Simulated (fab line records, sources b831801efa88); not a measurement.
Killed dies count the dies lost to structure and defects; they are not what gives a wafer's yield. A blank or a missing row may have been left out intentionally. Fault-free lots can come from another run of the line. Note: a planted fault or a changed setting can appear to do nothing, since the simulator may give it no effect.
A single fault, viewed from 2 desks ; flow sky130 ; each desk has only its own numbers; what lay behind them comes last

METROLOGY DESK
What the gauges read for every lot (on any tool): the sampled wafers with a number, averaged. If a lot's mean is further than 4 standard deviations from the usual mean, the lot is out of limits and carries the mark OUT (the distance appears in the brackets).
Columns: A = SD_N_RS at SKY_SD_N_RS_MEAS_16, usual 68.50 ohm/sq; B = LOCAL_INTERCONNECT_OVL at SKY_LOCAL_INTERCONNECT_OVL_MEAS_12, usual -1 nm
lot;first seen here;A;B
L171;day 27 20:40;68.40;-7
L172;day 27 23:19;68.43;-4
L173;day 28 02:05;68.48;-8
L174;day 29 01:29;68.32;-6
L176;day 29 16:21;68.61;3
L181;day 32 09:20;68.47;-1
L183;day 32 14:02;68.58;4
L185;day 32 14:23;68.55;-4
L180;day 32 16:36;68.62;2
L186;day 32 17:26;68.45;0
L188;day 33 07:37;68.55;-6
L189;day 33 11:48;68.54;-8
L194;day 36 00:16;68.45;1
This desk's finding: nothing out of limits on any of the 13 lots.

AT THE TOOL OWNER'S DESK: implanter-03
The tool's own readings at SKY_PWDE_IMPLANT_08: means of the sampled wafers that have a number, for each lot that ran on this tool. If a lot's mean is further than 4 standard deviations from the usual mean, the lot is out of limits and carries the mark OUT (the distance appears in the brackets).
Columns: A = beamEnergyKeV at SKY_PWDE_IMPLANT_08, usual 150.00
lot;first seen here;A
L173;day 4 08:55;150.00
L176;day 5 05:55;150.03
L183;day 6 15:28;150.00
L185;day 7 03:21;128.01 (-99 or more) OUT
L188;day 7 23:03;127.99 (-99 or more) OUT
L189;day 8 01:12;128.00 (-99 or more) OUT
This desk's finding: out of limits on L185, L188, L189; first on L185, day 7 03:21 (beamEnergyKeV at SKY_PWDE_IMPLANT_08). In limits: L173, L176, L183.

BROUGHT TOGETHER
An alarm could have come from the tool owner's desk at day 7 03:21, on L185, L188, L189.
Nothing out of limits was seen by the metrology desk.
The metrology desk holds a record of L185, L188, L189, inside its limits.
Every lot named ran SKY_PWDE_IMPLANT_08 on implanter-03.

WHAT THE SIMULATOR PUT IN
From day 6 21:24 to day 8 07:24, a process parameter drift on implanter-03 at SKY_PWDE_IMPLANT_08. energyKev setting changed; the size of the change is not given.
Shown lots that were struck: L185, L188, L189.
Each desk's first reading out of limits, in hours after the fault started: the tool owner's desk, 6.
